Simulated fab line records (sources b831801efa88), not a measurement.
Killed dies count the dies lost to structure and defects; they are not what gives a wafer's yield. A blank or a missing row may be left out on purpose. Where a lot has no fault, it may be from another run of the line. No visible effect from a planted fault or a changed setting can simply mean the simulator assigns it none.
Which tool was responsible?	flow sky130	at 1 step of a route of 708, 10 lots with 30 wafers sampled

WHAT EACH GAUGE READ, for each wafer
SKY_VIA1_THK_MEAS_23: measures by xrf.
lot	measured	on	VIA1_W_THK (nm)
L547	day 34 16:47	filmMetro-01	269 270 271
L550	day 35 12:32	filmMetro-04	290 290 288
L555	day 37 07:13	filmMetro-04	279 263 279
L557	day 37 13:48	filmMetro-04	266 268 268
L556	day 37 16:35	filmMetro-04	268 268 266
L559	day 38 07:01	filmMetro-04	280 268 268
L561	day 39 07:37	filmMetro-01	280 268 279
L563	day 39 10:09	filmMetro-03	264 280 277
L568	day 40 10:10	filmMetro-01	268 280 271
L569	day 41 03:17	filmMetro-01	289 284 273

EACH LOT AND THE TOOL THAT RAN IT (in order: tool; ch and the chambers of the sampled wafers; start)
The record holds no process step before these readings.

THE ANSWER, worked out from the rows above alone
Rule: the usual values come from the lots themselves. Put in order of their means at a reading, lots are off if they are a third of the lots or fewer, leave a main group of 4 or more, and stand apart from it by a gap of 3 or more times the standard deviation of the main group's means; of several such gaps the widest counts. The tables above print the reading to a certain number of digits; a main group whose means all agree to those digits is not used. A lot without any number at a reading at which 4 lots or more have one is off too. Any other lot the step has rows for is counted as sound.
No lot is off on any of the readings shown, so nothing can be concluded from this.

WHAT THE SIMULATOR HAD INSERTED
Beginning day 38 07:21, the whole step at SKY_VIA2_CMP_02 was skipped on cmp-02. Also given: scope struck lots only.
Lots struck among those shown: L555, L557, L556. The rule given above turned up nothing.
